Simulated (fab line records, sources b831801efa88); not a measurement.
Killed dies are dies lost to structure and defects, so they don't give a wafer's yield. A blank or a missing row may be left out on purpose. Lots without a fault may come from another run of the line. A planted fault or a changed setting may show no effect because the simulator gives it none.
One fault seen from 2 desks | flow sky130 | each desk has only its own numbers; what lay behind them comes last

THE METROLOGY DESK
What the gauges read, lot by lot, whatever tool the lot ran on: means of the sampled wafers that have a number. A lot is out of limits, marked OUT, if its mean lies more than 4 standard deviations from the usual mean; the brackets give that distance.
Columns: A = NWELL_OXIDATION_THK at SKY_NWELL_THK_MEAS_02, usual 10.11 nm; B = VT_ADJUST_HVTP_TW at SKY_VT_ADJUST_HVTP_TW_MEAS_11, usual 1363
lot  | first seen here | A     | B
L323 | day 2 16:36     | 10.09 | 1363
L326 | day 3 04:56     | 9.99  | 1363
L325 | day 3 04:57     | 10.00 | 1370
L329 | day 3 22:50     | 9.99  | 1322 (-5.0) OUT
L331 | day 4 06:46     | 10.47 | 1333
L332 | day 4 13:19     | 10.40 | 1360
L333 | day 4 18:37     | 10.19 | 1315 (-5.9) OUT
L338 | day 5 20:01     | 10.20 | 1345
L342 | day 6 17:32     | 10.35 | 1356
L344 | day 7 20:52     | 9.94  | 1370
L345 | day 7 20:53     | 10.15 | 1370
L346 | day 8 01:40     | 10.00 | 1371
This desk's finding: out of limits on L329, L333; first on L329, day 7 19:06 (VT_ADJUST_HVTP_TW at SKY_VT_ADJUST_HVTP_TW_MEAS_11). In limits: L323, L326, L325, L331, L332, L338, L342, L344, L345, L346.

THE TOOL OWNER'S DESK: implanter-03
The tool's own readings at SKY_VT_ADJUST_HVTP_IMPLANT_09: means of the sampled wafers that have a number, for each lot that ran on this tool. A lot is out of limits, marked OUT, if its mean lies more than 4 standard deviations from the usual mean; the brackets give that distance.
Columns: A = beam_energy_keV at SKY_VT_ADJUST_HVTP_IMPLANT_09, usual 150.00; B = beam_on_s at SKY_VT_ADJUST_HVTP_IMPLANT_09, usual 10.00 s; C = end_station_pressure_torr at SKY_VT_ADJUST_HVTP_IMPLANT_09, usual 5.06e-06 Torr
lot  | first seen here | A                        | B     | C
L326 | day 6 21:07     | 149.93                   | 10.01 | 5.03e-06
L325 | day 6 21:44     | 150.03                   | 9.95  | 5.37e-06
L329 | day 7 18:53     | 136.84 (-99 or more) OUT | 10.04 | 4.98e-06
L331 | day 8 04:05     | 136.80 (-99 or more) OUT | 10.09 | 4.89e-06
L333 | day 8 17:26     | 136.85 (-99 or more) OUT | 10.01 | 4.57e-06
L342 | day 11 01:16    | 150.00                   | 9.92  | 5.10e-06
This desk's finding: out of limits on L329, L331, L333; first on L329, day 7 18:53 (beam_energy_keV at SKY_VT_ADJUST_HVTP_IMPLANT_09). In limits: L326, L325, L342.

PUT TOGETHER
The tool owner's desk could have raised an alarm at day 7 18:53, on L329, L331, L333.
The metrology desk could have raised an alarm at day 7 19:06, on L329, L333.
The metrology desk has L331 on record, within its limits.
Of the lots named, all ran SKY_VT_ADJUST_HVTP_IMPLANT_09 on implanter-03.

WHAT THE SIMULATOR HAD PUT IN
Process parameter drift: implanter-03, from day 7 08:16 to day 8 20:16, at SKY_VT_ADJUST_HVTP_IMPLANT_09. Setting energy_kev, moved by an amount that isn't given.
Lots struck among those shown: L329, L331, L333.
Hours from the fault's start to each desk's first reading out of limits: the tool owner's desk, 11; the metrology desk, 11.
